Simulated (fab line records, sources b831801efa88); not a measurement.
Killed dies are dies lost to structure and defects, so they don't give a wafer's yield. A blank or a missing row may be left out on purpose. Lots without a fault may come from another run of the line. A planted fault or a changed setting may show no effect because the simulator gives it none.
Chamber matching | flow gf180mcu | GF_V5_CMP_04 on cmp-02: 4 sister chambers
The step polishes SiO2. 8 wafers are shown with their chamber, then 12 later ones without.

WAFERS WITH THEIR CHAMBER
wafer  | chamber | motor_current_A (A) | edge_zone_pressure_frac
L085.5 | 2       | 12.4                | 0.998
L086.4 | 1       | 11.5                | 0.999
L088.2 | 2       | 12.1                | 1.000
L088.5 | 0       | 13.2                | 0.989
L088.6 | 3       | 13.7                | 1.003
L091.1 | 0       | 13.9                | 0.994
L091.2 | 1       | 11.5                | 0.996
L091.4 | 3       | 13.6                | 1.002

WAFERS WITHOUT THEIR CHAMBER
wafer  | motor_current_A (A) | edge_zone_pressure_frac
L094.2 | 12.2                | 0.995
L094.3 | 13.0                | 1.001
L094.4 | 11.0                | 1.001
L095.2 | 11.6                | 1.006
L095.4 | 13.5                | 0.999
L095.5 | 11.5                | 1.007
L093.4 | 13.4                | 1.012
L093.5 | 12.3                | 0.999
L093.6 | 13.7                | 1.005
L096.2 | 11.5                | 1.012
L096.3 | 13.4                | 0.999
L096.5 | 12.2                | 0.999

WHICH CHAMBER EACH WENT THROUGH
wafer  | from the rows above     | in truth
L094.2 | can't be placed: 2 or 1 | 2
L094.3 | can't be placed: 3 or 2 | 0
L094.4 | 1                       | 1
L095.2 | can't be placed: 1 or 2 | 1
L095.4 | can't be placed: 3 or 0 | 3
L095.5 | can't be placed: 1 or 2 | 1
L093.4 | 3                       | 3
L093.5 | 2                       | 2
L093.6 | 3                       | 3
L096.2 | can't be placed: 2 or 1 | 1
L096.3 | can't be placed: 3 or 0 | 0
L096.5 | 2                       | 2
Placed correctly: 5 of 12. Can't be placed from these rows: 7 (the true chamber is among the candidates in 6). Placed wrongly: 0.
How it was worked out, from the rows above alone: a wafer's distance from a chamber is the root of the sum, over the readings, of the square of ((its reading less the chamber's mean) divided by the reading's scatter). The wafer belongs to the nearest chamber; if the next one is less than 2 further off, it can't be placed. A chamber's mean is the mean of its shown wafers. The scatter: the root of (the sum of the squares of (reading less its chamber's mean) over the shown wafers, divided by (wafers less chambers)).
